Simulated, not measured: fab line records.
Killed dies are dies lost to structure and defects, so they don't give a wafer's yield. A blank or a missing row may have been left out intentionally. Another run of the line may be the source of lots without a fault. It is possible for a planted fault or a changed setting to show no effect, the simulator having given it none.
fab line records + flow sky130
record
- lots=5
- wafers=15
- last_day=48
route steps=708 shown FIELD_ISO@2 PAD_OPEN@708
lots with no fault: from the same line, run without faults
start_h: start of the lot's first displayed wafer, in hours after the record's first day + wait_h: hours since the lot's step before + " as in the row above + L1.1+2: a row that stands for several wafers + - either no value or no given start + * or withheld: withheld + < > ~ a bound
route shown NAME@n: NAME is a module with steps in the file, n the number in the route of the first one + usual: the fault-free wafers' mean and standard deviation + same: alike in all rows + chamber/n: place in a boat + sites: each site's reading + _std_site: how widely they spread, as a standard deviation + _edge_site: the outer-site mean with the inner-site mean subtracted + radius_mm: how far each site lies from the wafer's centre + mask NAME#n: copy n + behind: the last tool/chamber to shape the wafer + hold: the reason the lot was held/the length of the hold in hours/how it ended + device: transistor that didn't switch, given as n, p or np + end of line: at the end of the route, the tests of the same wafers + for a step that has no rows: nothing shown but its recipe + killed: count of dies lost to structure and defects at first sort (not the wafer's yield) + map: the dies of a wafer, with x for killed, . for not killed, _ for no die there
set.NAME: setting as actually run; set.NAME@STEP: the setting as run at that earlier step + model.NAME: the simulator's own value behind a step, which no gauge read
lots seen at some steps along the route; tables by step, rows by wafer
services: a tool's chamber out of use, with start hour (start_h, from the record's first day; less than 0 if before it), hours out, and reason
## steps
# step SKY_FIELD_ISO_OXIDATION_01
# recipe
- temp_c=900
- ambient=O2
- stabilise_s=600
- purge_s=300
- target_thk_a=120
- ox_time_s=1843
# step SKY_FIELD_ISO_CVD_03
# recipe
- material=Si3N4
- precursor=DCS/NH3
- target_thk_nm=165
- temp_c=770
- time_s=2830
- pressure_mtorr=250
# usual
- pressure_mtorr=250.1/0.57
- spike_tc_upper_C=769.8/1
- susceptor_temp_C=770.04/0.27
- zone_power_bottom_pct=20.2/0.63
- zone_power_centre_pct=12.91/0.29
| lot.wafer | tool     | chamber | start_h | wait_h | pressure_mtorr | spike_tc_upper_C | susceptor_temp_C | zone_power_bottom_pct | zone_power_centre_pct | model.Si3N4_of_FIELD_ISO_CVD_03.thk_nm |
|-----------|----------|---------|---------|--------|----------------|------------------|------------------|-----------------------|-----------------------|----------------------------------------|
| L614.2    | lpcvd-02 | 0       | 33.51   | 0.0    | 251.1          | 769.1            | 769.85           | 20.4                  | 12.59                 | 167.2                                  |
| L614.3    | "        | 0       | "       | "      | 250.5          | 769.5            | 770.45           | 20.5                  | 12.64                 | 165.1                                  |
| L614.5    | "        | 0       | "       | "      | 250.2          | 769.6            | 770.20           | 20.3                  | 12.85                 | 167.3                                  |
| L619.1    | lpcvd-02 | 0       | 58.36   | 0.2    | 250.0          | 771.1            | 769.92           | 20.6                  | 12.64                 | 164.7                                  |
| L619.2    | "        | 0       | "       | "      | 250.4          | 770.1            | 769.82           | 20.4                  | 12.58                 | 166.1                                  |
| L619.5    | "        | 0       | "       | "      | 249.7          | 771.7            | 770.32           | 20.6                  | 12.47                 | 164.3                                  |
| L621.1    | lpcvd-02 | 1       | 68.74   | 2.1    | 200.8          | 770.2            | 769.50           | 19.3                  | 13.26                 | 154.3                                  |
| L621.2    | "        | 1       | "       | "      | 200.7          | 769.6            | 769.84           | 19.4                  | 13.18                 | 155.2                                  |
| L621.4    | "        | 1       | "       | "      | 200.9          | 770.2            | 770.45           | 19.5                  | 13.15                 | 153.4                                  |
| L622.3    | lpcvd-02 | 0       | 72.94   | 1.3    | 199.4          | 769.6            | 769.96           | 20.6                  | 12.75                 | 154.2                                  |
| L622.4    | "        | 0       | "       | "      | 199.3          | 768.6            | 770.13           | 20.4                  | 12.71                 | 153.8                                  |
| L622.6    | "        | 0       | "       | "      | 199.2          | 767.5            | 770.11           | 20.9                  | 12.52                 | 154                                    |
| L623.3    | lpcvd-02 | 0       | 79.15   | 1.3    | 199.6          | 769.4            | 769.62           | 20.7                  | 12.62                 | 159                                    |
| L623.5    | "        | 0       | "       | "      | 200.0          | 767.0            | 770.02           | 20.8                  | 12.56                 | 157.7                                  |
| L623.6    | "        | 0       | "       | "      | 199.3          | 768.9            | 769.88           | 21.0                  | 12.57                 | 156.5                                  |
# step SKY_FIELD_ISO_THK_MEAS_04
# recipe
- reads=Si3N4_of_FIELD_ISO_CVD_03
# usual
- FIELD_ISO_CVD_03_THK=166.3/1.7
| lot.wafer | tool          | chamber | start_h | wait_h | FIELD_ISO_CVD_03_THK[nm] |
|-----------|---------------|---------|---------|--------|--------------------------|
| L614.2    | film_metro-02 | -       | 35.31   | 0.0    | 167.3                    |
| L614.3    | "             | -       | "       | "      | 165.0                    |
| L614.5    | "             | -       | "       | "      | 167.3                    |
| L619.1    | film_metro-04 | -       | 60.14   | 0.0    | 164.7                    |
| L619.2    | "             | -       | "       | "      | 166.1                    |
| L619.5    | "             | -       | "       | "      | 164.4                    |
| L621.1    | film_metro-04 | -       | 70.53   | 0.0    | 154.3                    |
| L621.2    | "             | -       | "       | "      | 155.2                    |
| L621.4    | "             | -       | "       | "      | 153.5                    |
| L622.3    | film_metro-02 | -       | 74.74   | 0.0    | 154.2                    |
| L622.4    | "             | -       | "       | "      | 153.9                    |
| L622.6    | "             | -       | "       | "      | 154.0                    |
| L623.3    | film_metro-03 | -       | 80.95   | 0.0    | 158.9                    |
| L623.5    | "             | -       | "       | "      | 157.7                    |
| L623.6    | "             | -       | "       | "      | 156.4                    |
# step SKY_FIELD_ISO_DEHYDRATE_05
# recipe
- temp_c=200
- time_s=60
# step SKY_FIELD_ISO_HMDS_06
# recipe
- prime_time_s=60
- prime_temp_c=120
# step SKY_FIELD_ISO_COAT_07
# recipe
- resist=BARC
- temp_c=withheld
- time_s=withheld
- spin_rpm=3000
- resist_thk_nm=60
# step SKY_FIELD_ISO_COAT_08
# recipe
- resist=KrF-thick
- spin_rpm=2957
- resist_thk_nm=450
# step SKY_FIELD_ISO_SOFTBAKE_09
# recipe
- temp_c=100
- time_s=90
- resist=KrF-thick
# step SKY_FIELD_ISO_EXPOSE_10
# recipe
- mask_id=FOM
- na=0.68
- source_shape=annular
- sigma_inner=0.4
- sigma_outer=0.8
- target_cd_nm=150
- dose_mj=28
# step SKY_FIELD_ISO_PEB_11
# recipe
- peb_temp_c=withheld
- peb_time_s=withheld
- resist=KrF-thick
# step SKY_FIELD_ISO_DEVELOP_12
# recipe
- develop_time_s=60
- resist=KrF-thick
- dev_temp_c=21
# step SKY_FIELD_ISO_ETCH_14
# recipe
- chemistry=N2/H2
- target=BARC
- ion_energy_ev=200
- source_w=500
- bias_w=100
- pressure_mtorr=30
- n2_flow_sccm=100
- h2_flow_sccm=200
- stop_on=SiO2
- time_s=45.9
- target_depth_a=600
# step SKY_FIELD_ISO_ETCH_15
# recipe
- chemistry=CHF3/O2
- target_depth_nm=180
- stop_on=Si
- source_w=600
- bias_w=200
- pressure_mtorr=40
- chf3_flow_sccm=50
- O2_flow_sccm=5
- time_s=72
# usual
- drypump_motor_current_A=5.8/0.36
- oes_product_au=0.950/0.0074
- throttle_valve_pct=8.847/0.0095
| lot.wafer | tool        | chamber | start_h | wait_h | drypump_motor_current_A | oes_product_au | rf_hours_counter_h | throttle_valve_pct | model.etch.depth_nm |
|-----------|-------------|---------|---------|--------|-------------------------|----------------|--------------------|--------------------|---------------------|
| L614.2    | rie_diel-01 | 0       | 50.72   | 0.0    | 6.1                     | 0.954          | 100                | 8.846              | 167.2               |
| L614.3    | "           | 3       | "       | "      | 5.9                     | 0.940          | 145                | 8.836              | 165.1               |
| L614.5    | "           | 1       | "       | "      | 5.6                     | 0.959          | -                  | 8.845              | 167.3               |
| L619.1    | rie_diel-03 | 0       | 76.09   | 0.0    | 6.1                     | 0.945          | 7                  | 8.852              | 164.7               |
| L619.2    | "           | 1       | "       | "      | 5.9                     | 0.956          | 3                  | 8.813              | 166.1               |
| L619.5    | "           | 3       | "       | "      | 5.9                     | 0.949          | -                  | 8.842              | 164.3               |
| L621.1    | rie_diel-02 | 0       | 86.82   | 0.0    | 6.7                     | 0.916          | 131                | 8.819              | 154.3               |
| L621.2    | "           | 3       | "       | "      | 5.0                     | 0.908          | 104                | 8.842              | 155.2               |
| L621.4    | "           | 2       | "       | "      | 5.0                     | 0.902          | 127                | 8.836              | 153.4               |
| L622.3    | rie_diel-01 | 2       | 91.62   | 0.0    | 5.9                     | 0.906          | 90                 | 8.850              | 154.2               |
| L622.4    | "           | 2       | "       | "      | 5.9                     | 0.905          | -                  | 8.844              | 153.8               |
| L622.6    | "           | 1       | "       | "      | 5.6                     | 0.906          | -                  | 8.836              | 154                 |
| L623.3    | rie_diel-02 | 1       | 98.22   | 0.0    | 6.0                     | 0.927          | 109                | 8.833              | 159                 |
| L623.5    | "           | 3       | "       | "      | 5.0                     | 0.914          | -                  | 8.836              | 157.7               |
| L623.6    | "           | 0       | "       | "      | 6.6                     | 0.920          | -                  | 8.838              | 156.5               |
# step SKY_FIELD_ISO_STRIP_16
# recipe
- chemistry=O2/N2
- power_w=1400
- pressure_mtorr=1500
- platen_temp_c=withheld
- o2_flow_sccm=3000
- n2_flow_sccm=300
- overash_fraction=0.5
# step SKY_FIELD_ISO_ETCH_17
# recipe
- target_depth_a=3420
- mask_material=Si3N4
- chemistry=HBr/Cl2/O2
- target=Si
- taper_deg=5
- icp_w=600
- bias_w=150
- pressure_mtorr=15
- HBr_flow_sccm=150
- Cl2_flow_sccm=40
- O2_flow_sccm=6
- time_s=97.7
# step SKY_FIELD_ISO_WET_ETCH_18
# recipe
- chemistry=H3PO4
- target_depth_nm=25
- temp_c=160
- target=Si3N4
- time_s=286
# step SKY_FIELD_ISO_CLEAN_19
# recipe
- chemistry=SC1/SC2
- mix=1:4:20
- temp_c=70
- time_s=150
# step SKY_FIELD_ISO_CLEAN_20
# recipe
- chemistry=dHF
- time_s=19.37
- dilution=100:1
# step SKY_FIELD_ISO_WET_ETCH_21
# recipe
- chemistry=dHF
- dilution=100:1
- target_depth_nm=20
- dry=ipa_marangoni
- target=SiO2
- temp_c=25
- time_s=400
# step SKY_FIELD_ISO_OXIDATION_22
# recipe
- temp_c=950
- ambient=O2
- stabilise_s=600
- purge_s=300
- target_thk_a=100
- ox_time_s=623
# step SKY_FIELD_ISO_CVD_24
# recipe
- material=SiO2
- target_thk_nm=595
- temp_c=650
- sigma_open_frac=0.3
- time_s=99.2
- sih4_flow_sccm=60
- pressure_mtorr=6
# step SKY_FIELD_ISO_ANNEAL_26
# recipe
- temp_c=1000
- time_s=1800
- ambient=N2
# step SKY_FIELD_ISO_CMP_27
# recipe
- stop_on=Si3N4
- t_overpolish_s=16
- down_force_psi=4
- platen_rpm=60
- target_thk_nm=457.8
- pad_velocity_m_s=0.94248
# step SKY_FIELD_ISO_WET_ETCH_28
# recipe
- chemistry=dHF
- target_depth_nm=23.7
- target=SiO2
- dilution=10:1
- temp_c=25
- time_s=47
| lot.wafer | tool         | chamber | start_h | wait_h | model.Si3N4_of_FIELD_ISO_CVD_03.thk_nm |
|-----------|--------------|---------|---------|--------|----------------------------------------|
| L614.2+5  | wet_bench-03 | 0       | 56.72   | 0.2    | 120.2                                  |
| L614.3    | "            | 0       | "       | "      | 118.2                                  |
| L619.1    | wet_bench-03 | 3       | 83.35   | 0.2    | 119.8                                  |
| L619.2    | "            | 3       | "       | "      | 120.6                                  |
| L619.5    | "            | 3       | "       | "      | 119.1                                  |
| L621.1    | wet_bench-03 | 2       | 91.37   | 0.1    | 108.2                                  |
| L621.2    | "            | 2       | "       | "      | 109                                    |
| L621.4    | "            | 2       | "       | "      | 107.7                                  |
| L622.3    | wet_bench-04 | 0       | 95.77   | 0.1    | 107.8                                  |
| L622.4    | "            | 0       | "       | "      | 106.8                                  |
| L622.6    | "            | 0       | "       | "      | 107.6                                  |
| L623.3    | wet_bench-02 | 1       | 103.09  | 0.1    | 112.4                                  |
| L623.5    | "            | 1       | "       | "      | 111                                    |
| L623.6    | "            | 1       | "       | "      | 110.1                                  |
# step SKY_FIELD_ISO_WET_ETCH_29
# recipe
- chemistry=H3PO4
- target_depth_nm=160
- target=Si3N4
- temp_c=160
- time_s=1825
# step SKY_PAD_OPEN_PROBE_99
# usual
- killed_at_M0_to_M3=42/7.5
- killed_at_M4_up=3.2/1.7
- killed_at_contacts=24/5.1
- killed_at_front_end=15/4.1
- killed_at_other=0.3/0.58
- killed_dies=85/8.9
- killed_open=46/6.4
- killed_short=39/6
# same
- gross_dies=492
- killed_at_back_side=0
| lot.wafer | tool      | chamber | start_h | wait_h | killed_at_M0_to_M3 | killed_at_M4_up | killed_at_contacts | killed_at_front_end | killed_at_other | killed_dies | killed_open | killed_short | model.etest.cap_li_to_poly.c_af_um2 | model.etest.sram_nfet_pass.off_log10_a_um |
|-----------|-----------|---------|---------|--------|--------------------|-----------------|--------------------|---------------------|-----------------|-------------|-------------|--------------|-------------------------------------|-------------------------------------------|
| L614.2    | prober-01 | -       | 1103.54 | 0.1    | 41                 | 3               | 25                 | 14                  | 1               | 84          | 42          | 42           | 95.67                               | -12.91                                    |
| L614.3    | prober-01 | -       | 1103.59 | 0.2    | 37                 | 3               | 20                 | 18                  | 0               | 78          | 43          | 35           | 94.52                               | -12.67                                    |
| L614.5    | prober-01 | -       | 1103.69 | 0.2    | 33                 | 1               | 22                 | 11                  | 0               | 67          | 32          | 35           | 96.92                               | -12.49                                    |
| L619.1    | prober-02 | -       | 1136.04 | 0.1    | 38                 | 3               | 32                 | 19                  | 0               | 92          | 52          | 40           | 100.3                               | -12.48                                    |
| L619.2    | prober-02 | -       | 1136.09 | 0.1    | 38                 | 3               | 40                 | 16                  | 0               | 97          | 53          | 43           | 95.75                               | -12.51                                    |
| L619.5    | prober-02 | -       | 1136.24 | 0.2    | 41                 | 4               | 24                 | 23                  | 0               | 92          | 51          | 41           | 100.9                               | -12.6                                     |
| L621.1    | prober-01 | -       | 1140.64 | 0.1    | 28                 | 1               | 31                 | 18                  | 1               | 79          | 48          | 30           | 94.84                               | -12.26                                    |
| L621.2    | prober-01 | -       | 1140.69 | 0.1    | 43                 | 2               | 25                 | 17                  | 0               | 87          | 37          | 49           | 94.33                               | -12.69                                    |
| L621.4    | prober-01 | -       | 1140.79 | 0.2    | 44                 | 4               | 32                 | 8                   | 0               | 88          | 49          | 39           | 94.15                               | -12.09                                    |
| L622.3    | prober-01 | -       | 1151.53 | 0.2    | 47                 | 4               | 19                 | 17                  | 3               | 90          | 42          | 45           | 93.38                               | -12.34                                    |
| L622.4    | prober-01 | -       | 1151.58 | 0.2    | 52                 | 5               | 15                 | 20                  | 0               | 92          | 51          | 41           | 92.64                               | -12.43                                    |
| L622.6    | prober-01 | -       | 1151.68 | 0.2    | 49                 | 3               | 21                 | 19                  | 0               | 92          | 47          | 44           | 95.1                                | -12.29                                    |
| L623.3    | prober-02 | -       | 1154.11 | 0.2    | 56                 | 4               | 16                 | 12                  | 1               | 89          | 54          | 35           | 96.08                               | -12.66                                    |
| L623.5    | prober-02 | -       | 1154.21 | 0.2    | 47                 | 8               | 22                 | 13                  | 1               | 91          | 51          | 39           | 94.04                               | -12.53                                    |
| L623.6    | prober-02 | -       | 1154.26 | 0.2    | 45                 | 3               | 20                 | 13                  | 0               | 81          | 51          | 30           | 94.7                                | -12.52                                    |
# killed by level:class
L614.2 VIA1:geometric_particle:open=10 CONTACT:geometric_particle:open=7 VIA2:geometric_particle:open=7 LOCAL_INTERCONNECT:geometric_particle:short=6 VIA2:geometric_particle:short=6 FIELD_ISO:geometric_particle:short=5 VIA3:geometric_particle:open=5 LI_CONTACT:geometric_particle:short=4
L614.3 VIA1:geometric_particle:open=8 FIELD_ISO:geometric_particle:open=7 FIELD_ISO:geometric_particle:short=7 VIA2:geometric_particle:open=7 LI_CONTACT:geometric_particle:open=5 CONTACT:geometric_particle:open=5 METAL1:geometric_particle:short=5 LOCAL_INTERCONNECT:geometric_particle:short=4
L614.5 CONTACT:geometric_particle:open=8 CONTACT:geometric_particle:short=7 METAL1:geometric_particle:short=6 VIA1:geometric_particle:open=5 METAL2:geometric_particle:short=4 VIA3:geometric_particle:open=4 VIA3:geometric_particle:short=4 POLY_GATE:geometric_particle:short=3
L619.1 VIA1:geometric_particle:open=13 CONTACT:geometric_particle:open=9 LI_CONTACT:geometric_particle:open=8 LI_CONTACT:geometric_particle:short=5 CONTACT:geometric_particle:short=5 METAL2:geometric_particle:short=5 VIA3:geometric_particle:open=5 LOCAL_INTERCONNECT:geometric_particle:short=4
L619.2 CONTACT:geometric_particle:open=14 VIA1:geometric_particle:open=11 LOCAL_INTERCONNECT:geometric_particle:short=9 LI_CONTACT:geometric_particle:open=6 CONTACT:geometric_particle:short=6 VIA3:geometric_particle:open=6 METAL2:geometric_particle:short=5 FIELD_ISO:geometric_particle:open=4
L619.5 CONTACT:geometric_particle:open=16 POLY_GATE:geometric_particle:short=9 VIA3:geometric_particle:open=8 VIA2:geometric_particle:open=6 METAL3:geometric_particle:short=6 POLY_GATE:geometric_particle:open=5 METAL1:geometric_particle:short=5 LI_CONTACT:geometric_particle:open=4
L621.1 CONTACT:geometric_particle:open=14 VIA1:geometric_particle:open=7 POLY_GATE:geometric_particle:short=5 LI_CONTACT:geometric_particle:open=5 METAL1:geometric_particle:short=5 VIA2:geometric_particle:open=5 VIA3:geometric_particle:open=5 POLY_GATE:geometric_particle:open=4
L621.2 LI_CONTACT:geometric_particle:open=10 VIA1:geometric_particle:short=9 METAL2:geometric_particle:short=7 VIA1:geometric_particle:open=6 LI_CONTACT:geometric_particle:short=5 CONTACT:geometric_particle:short=5 METAL1:geometric_particle:short=5 POLY_GATE:geometric_particle:short=4
L621.4 VIA1:geometric_particle:open=12 LI_CONTACT:geometric_particle:open=11 CONTACT:geometric_particle:short=9 METAL1:geometric_particle:short=7 METAL2:geometric_particle:short=6 CONTACT:geometric_particle:open=5 METAL2:geometric_particle:open=5 VIA3:geometric_particle:open=5
L622.3 VIA1:geometric_particle:open=9 VIA2:geometric_particle:short=8 METAL1:geometric_particle:short=8 CONTACT:geometric_particle:open=7 FIELD_ISO:geometric_particle:short=6 LI_CONTACT:geometric_particle:open=5 VIA2:geometric_particle:open=5 POLY_GATE:geometric_particle:short=3
L622.4 VIA1:geometric_particle:open=14 VIA3:geometric_particle:open=8 METAL1:geometric_particle:short=7 FIELD_ISO:geometric_particle:open=6 POLY_GATE:geometric_particle:short=6 CONTACT:geometric_particle:open=6 VIA1:geometric_particle:short=5 FIELD_ISO:geometric_particle:short=4
L622.6 VIA1:geometric_particle:open=11 METAL1:geometric_particle:short=11 FIELD_ISO:geometric_particle:short=7 LI_CONTACT:geometric_particle:open=7 CONTACT:geometric_particle:open=7 VIA1:geometric_particle:short=7 VIA3:geometric_particle:open=6 CONTACT:geometric_particle:short=6
L623.3 VIA3:geometric_particle:open=12 VIA2:geometric_particle:open=10 VIA1:geometric_particle:open=8 CONTACT:geometric_particle:open=8 VIA1:geometric_particle:short=7 METAL2:geometric_particle:short=7 METAL1:geometric_particle:short=5 FIELD_ISO:geometric_particle:short=3
L623.5 VIA1:geometric_particle:open=13 CONTACT:geometric_particle:open=8 VIA2:geometric_particle:open=8 METAL2:geometric_particle:short=7 LI_CONTACT:geometric_particle:open=6 METAL1:geometric_particle:short=5 VIA1:geometric_particle:short=5 FIELD_ISO:geometric_particle:short=4
L623.6 VIA1:geometric_particle:open=16 CONTACT:geometric_particle:open=8 VIA3:geometric_particle:open=6 VIA2:geometric_particle:open=5 FIELD_ISO:geometric_particle:open=4 LI_CONTACT:geometric_particle:short=4 METAL2:geometric_particle:short=4 POLY_GATE:geometric_particle:short=3
## services
| tool        | chamber | start_h | hours | kind   |
|-------------|---------|---------|-------|--------|
| rie_diel-01 | 3       | 35.97   | 9.9   | repair |
| rie_diel-01 | 0       | 59.21   | 99.5  | repair |
| rie_diel-01 | 3       | 69.08   | 8.8   | repair |
## key
first_sign
- step=SKY_FIELD_ISO_CVD_03
- reading=pressure_mtorr
- direction=down
- sigmas=88
- usual=250.1
- struck=199.9
effect
- step=SKY_FIELD_ISO_THK_MEAS_04
- reading=FIELD_ISO_CVD_03_THK
- direction=down
- sigmas=6.5
- usual=166.3
- struck=155.3
effect
- step=SKY_FIELD_ISO_ETCH_15
- reading=oes_product_au
- direction=down
- sigmas=5.2
- usual=0.950
- struck=0.912
model_effect
- step=SKY_FIELD_ISO_CVD_03
- value=Si3N4_of_FIELD_ISO_CVD_03.thk_nm
- without=166
- struck=155.4
model_effect
- step=SKY_FIELD_ISO_ETCH_15
- value=etch.depth_nm
- without=166
- struck=155.4
model_effect
- step=SKY_FIELD_ISO_WET_ETCH_28
- value=Si3N4_of_FIELD_ISO_CVD_03.thk_nm
- without=119.6
- struck=109
model_effect
- step=SKY_PAD_OPEN_PROBE_99
- value=etest.cap_li_to_poly.c_af_um2
- without=97.2
- struck=94.36
met_at SKY_FIELD_ISO_CVD_03
struck_wafers L621.1,L621.2,L621.4,L622.3,L622.4,L622.6,L623.3,L623.5,L623.6
tester_left_out L621,L622,L623
onset_between 58.36 68.74
fault
- kind=process_parameter_drift
- tool=lpcvd-02
- chamber=-
- onset_h=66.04
- steps=SKY_FIELD_ISO_CVD_03
- channel=pressure_mtorr
- offset=-50
- shape=step
- end_h=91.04
- acts_in=these_recipes_only
- stated=250
# tester_left_out: of these lots the tester's yield and bins aren't shown, on N5 and GAA mostly nor the transistor test; their killed dies are dies lost to structure and defects alone, not to doping, threshold or leakage, so they don't give the yield
